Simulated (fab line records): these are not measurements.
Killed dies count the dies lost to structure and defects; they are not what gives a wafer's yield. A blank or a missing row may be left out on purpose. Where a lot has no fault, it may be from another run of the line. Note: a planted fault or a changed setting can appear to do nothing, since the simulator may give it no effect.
Split-lot experiment | flow sfq-line | 23 wafers read from 5 lots, route of 325 steps

## ON THE SPLIT
At SFQ_TRILAYER_M2_LITHO_COAT_057 (resist thk 600 nm), the setting spin-rpm was moved away from the recipe's 3000 rpm on 8 of the 23 wafers read, by -6.9% to +6.3%. All remaining wafers had this setting at the recipe value.

## FROM THE SPLIT TO THE READING: what the file shows between them, 3 steps
- SFQ_TRILAYER_M2_LITHO_SOFTBAKE_061
- SFQ_TRILAYER_M2_LITHO_EXPOSE_058: exposes mask M2, target cd 500 nm
- SFQ_TRILAYER_M2_BARC_OPEN_METAL_ETCH_077: etches BARC in O2, target depth 125 nm, time 41.7 s

## THE READING
KrF_of_TRILAYER_M2_LITHO_COAT_057.thk-nm (the simulator's own value, which no gauge read), in nm, at SFQ_TRILAYER_M2_ETCH_METAL_ETCH_060 (etches Nb in Cl2/Ar, stops on SiO2, target depth 240 nm, time 120 s). No usual value for it is given in the file. Average 387.0 nm, standard deviation 2.8 nm, over the 15 wafers here run with the recipe.

wafer  | tool, chamber at the split | spin-rpm as run, rpm | against the recipe | KrF_of_TRILAYER_M2_LITHO_COAT_057.thk-nm, nm | against lot-mates on the recipe
L076.1 | litho-track-03, 0          | 3000                 | recipe             | 390.4                                        | -
L076.2 | litho-track-03, 0          | 3000                 | recipe             | 385.4                                        | -
L076.3 | litho-track-03, 0          | 3000                 | recipe             | 389.5                                        | -
L076.5 | litho-track-03, 0          | 3000                 | recipe             | 387.6                                        | -
L076.6 | litho-track-03, 0          | 3000                 | recipe             | 384.9                                        | -
L081.2 | litho-track-03, 0          | 3000                 | recipe             | 386.2                                        | -
L081.3 | litho-track-03, 0          | 3000                 | recipe             | 385.9                                        | -
L081.6 | litho-track-03, 0          | 3000                 | recipe             | 391.7                                        | -
L082.1 | litho-track-02, 0          | 2815                 | -6.2%              | 403.4                                        | +20.6
L082.2 | litho-track-02, 0          | 3000                 | recipe             | 380.8                                        | -
L082.3 | litho-track-02, 0          | 2815                 | -6.2%              | 403.1                                        | +20.4
L082.5 | litho-track-02, 0          | 3000                 | recipe             | 384.7                                        | -
L082.6 | litho-track-02, 0          | 2815                 | -6.2%              | 402.8                                        | +20.1
L083.1 | litho-track-01, 0          | 3000                 | recipe             | 386.6                                        | -
L083.2 | litho-track-01, 0          | 2792                 | -6.9%              | 411                                          | +23.2
L083.3 | litho-track-01, 0          | 3000                 | recipe             | 385.1                                        | -
L083.5 | litho-track-01, 0          | 2792                 | -6.9%              | 407.6                                        | +19.8
L083.6 | litho-track-01, 0          | 3000                 | recipe             | 391.6                                        | -
L084.1 | litho-track-02, 0          | 3188                 | +6.3%              | 368.4                                        | -18.9
L084.2 | litho-track-02, 0          | 3188                 | +6.3%              | 369.9                                        | -17.4
L084.3 | litho-track-02, 0          | 3000                 | recipe             | 387.6                                        | -
L084.4 | litho-track-02, 0          | 3188                 | +6.3%              | 364.9                                        | -22.4
L084.6 | litho-track-02, 0          | 3000                 | recipe             | 387                                          | -

FIT RESULTS
A straight line over all 23 wafers: KrF_of_TRILAYER_M2_LITHO_COAT_057.thk-nm changes by -2.96 nm for each +1% of spin-rpm; r = -0.97; the points scatter about the line by 2.7 nm.
The same after taking each lot's own level away (the mean of its wafers on the recipe; 23 wafers): -3.18 nm for each +1%; r = -0.99; scatter 2.2 nm.
That fit puts the effect of the largest move of spin-rpm on the reading at 22 nm.
The lots' own levels span 382.75 to 387.93 nm, that is 1.8 times the standard deviation above.
So the lot-to-lot level changes the slope little: the two slopes agree.
Check: for one of the wafers moved furthest among these (-6.9%), held out of the fit, the line's prediction against its lot-mates is +21.9 nm. Against them it came out at +23.2 nm.

## ADDITIONAL SPLITS CARRIED BY THESE WAFERS
Other splits were also applied to these wafers ahead of the reading. Each is held against what the fit with the lots' levels taken away leaves over:
other split on the same wafers               | wafers away from the commonest value | r with KrF_of_TRILAYER_M2_LITHO_COAT_057.thk-nm (lot level and that fit taken away)
SFQ_TRILAYER_I1_VIA_LITHO_EXPOSE_050 dose-mj | 8                                    | -0.24

## THE WHOLE CHAIN: every reading that the file lists as answering this split, in the file's order
step                                | what it does                                                        | reading                                                                                   | change (the file's fit)              | r (the file's)
SFQ_TRILAYER_M2_LITHO_COAT_057      | resist thk 600 nm                                                   | KrF_of_TRILAYER_M2_LITHO_COAT_057.thk-nm (the simulator's own value, which no gauge read) | -2.99 nm for each +1% of the setting | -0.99
SFQ_TRILAYER_M2_ETCH_METAL_ETCH_060 | etches Nb in Cl2/Ar, stops on SiO2, target depth 240 nm, time 120 s | KrF_of_TRILAYER_M2_LITHO_COAT_057.thk-nm (the simulator's own value, which no gauge read) | -3.17 nm for each +1% of the setting | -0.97

## THE FILE'S OWN FIT
KrF_of_TRILAYER_M2_LITHO_COAT_057.thk-nm changes by -3.17 nm for each +1% of spin-rpm, r = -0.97.
